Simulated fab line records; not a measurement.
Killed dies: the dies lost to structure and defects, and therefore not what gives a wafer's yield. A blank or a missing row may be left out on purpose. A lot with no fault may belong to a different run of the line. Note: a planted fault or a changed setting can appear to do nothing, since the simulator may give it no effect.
What tool caused it?	flow gf180mcu	12 lots with 36 wafers sampled at 2 steps, on a route of 602 steps

== WHAT THE GAUGES READ, wafer by wafer ==
GF_STI_THK_MEAS_30. Usual: STI_OXIDATION_02_THK gives 10.01 nm (standard deviation 0.15).
lot	measured	on	STI_OXIDATION_02_THK (nm)	flag
L975	day 2 07:02	film-metro-03	10.21 9.97 9.91	
L978	day 2 21:37	film-metro-01	9.92 10.06 9.94	
L979	day 3 02:12	film-metro-02	10.03 10.01 10.04	
L981	day 3 17:04	film-metro-03	11.14 11.12 11.10	OFF
L982	day 3 18:28	film-metro-02	11.13 11.12 11.04	OFF
L983	day 4 00:55	film-metro-01	11.05 11.01 10.99	OFF
L985	day 4 11:32	film-metro-01	11.48 11.39 11.52	OFF
L990	day 5 11:38	film-metro-02	10.10 10.21 10.34	
L993	day 6 02:44	film-metro-01	9.89 9.88 9.84	
L996	day 6 22:31	film-metro-01	9.76 9.89 9.92	
L997	day 7 01:38	film-metro-03	9.83 9.81 9.95	
L998	day 7 06:08	film-metro-01	10.34 10.27 10.26	

== TOOL THAT RAN EACH LOT (tool first, then ch and the chambers of the sampled wafers, then the start) ==
lot	GF_STI_OXIDATION_29
L975	furnace-01 ch 0, day 2 05:39
L978	furnace-01 ch 0, day 2 20:13
L979	furnace-01 ch 0, day 3 00:48
L981	furnace-01 ch 0, day 3 15:41
L982	furnace-01 ch 0, day 3 17:04
L983	furnace-01 ch 0, day 3 23:31
L985	furnace-01 ch 0, day 4 10:08
L990	furnace-02 ch 0, day 5 10:15
L993	furnace-02 ch 0, day 6 01:20
L996	furnace-01 ch 0, day 6 21:07
L997	furnace-01 ch 0, day 7 00:14
L998	furnace-02 ch 0, day 7 04:44
- GF_STI_OXIDATION_29: stabilise 600 s, purge 300 s, target thk 10 nm.

== AS READ BY THE TOOLS THEMSELVES (means over the sampled wafers that have a number; for cases with no such wafer, the mark the record gives instead) ==
GF_STI_OXIDATION_29. Usual: spike-tc-bottom-C 915.7 C, standard deviation 2.7; spike-tc-centre-C 900.2 C, standard deviation 0.97; spike-tc-lower-C 899.8 C, standard deviation 1.1; spike-tc-upper-C 900.1 C, standard deviation 0.97; tube-center-temp-C 900 C, standard deviation 0.084; tube_center_temp_C_max 902.3, standard deviation 0.41; zone-power-centre-pct 20.23 %, standard deviation 0.24; zone-power-top-pct 34.1 %, standard deviation 0.56.
lot	tool	spike-tc-bottom-C (C)	spike-tc-centre-C (C)	spike-tc-lower-C (C)	spike-tc-upper-C (C)	tube-center-temp-C (C)	tube_center_temp_C_max	zone-power-centre-pct (%)	zone-power-top-pct (%)	flag
L975	furnace-01	913.4	900.3	900.6	900.4	900	902.3	20.36	33.5	
L978	furnace-01	914.0	900.3	899.9	899.8	900	902.4	20.23	33.6	
L979	furnace-01	914.0	899.5	900.0	900.5	900	902.3	20.28	34.0	
L981	furnace-01	925.4	910.3	911.3	911.9	911	912.8	20.87	34.2	OFF
L982	furnace-01	924.5	909.2	911.1	910.0	911	912.9	20.82	34.6	OFF
L983	furnace-01	924.2	911.9	910.3	911.1	911	912.8	20.94	34.7	OFF
L985	furnace-01	925.1	910.6	910.5	911.1	911	912.5	20.85	34.2	OFF
L990	furnace-02	920.1	901.4	899.5	900.5	900	902.0	19.95	34.8	
L993	furnace-02	919.1	899.7	900.0	899.7	900	902.3	19.87	35.0	
L996	furnace-01	913.7	899.9	900.9	900.3	900	902.5	20.18	33.8	
L997	furnace-01	913.8	900.3	900.2	899.5	900	902.7	20.36	33.4	
L998	furnace-02	919.6	899.1	898.6	899.6	900	902.5	19.97	35.2	

== THE ANSWER, worked out from the rows above alone ==
Rule: take the mean of a lot's wafers that have a number; if it is more than 3 standard deviations from the usual mean, the lot is off. Also off: a lot with no number at a reading for which 4 or more lots have one. All remaining lots with rows at the step are treated as sound. The gauges are gone through in route order, then the tools' own readings, and for those a lot's mean is taken as printed above. At the first step where some lot is off, the reading lying furthest off is the one used; lots without a number count as furthest.
Off: L981, L982, L983, L985, seen at GF_STI_THK_MEAS_30 (STI_OXIDATION_02_THK).
If a tool, at a process step before that reading, ran all the lots that are off and no sound lot after the first of them, it fits. Not tried: the gauges at GF_STI_THK_MEAS_30; whatever is off there is also off at GF_STI_OXIDATION_29, on other tools, and gauge error can't account for it. No candidate that was tried fits.

== WHAT THE SIMULATOR HAD PUT IN ==
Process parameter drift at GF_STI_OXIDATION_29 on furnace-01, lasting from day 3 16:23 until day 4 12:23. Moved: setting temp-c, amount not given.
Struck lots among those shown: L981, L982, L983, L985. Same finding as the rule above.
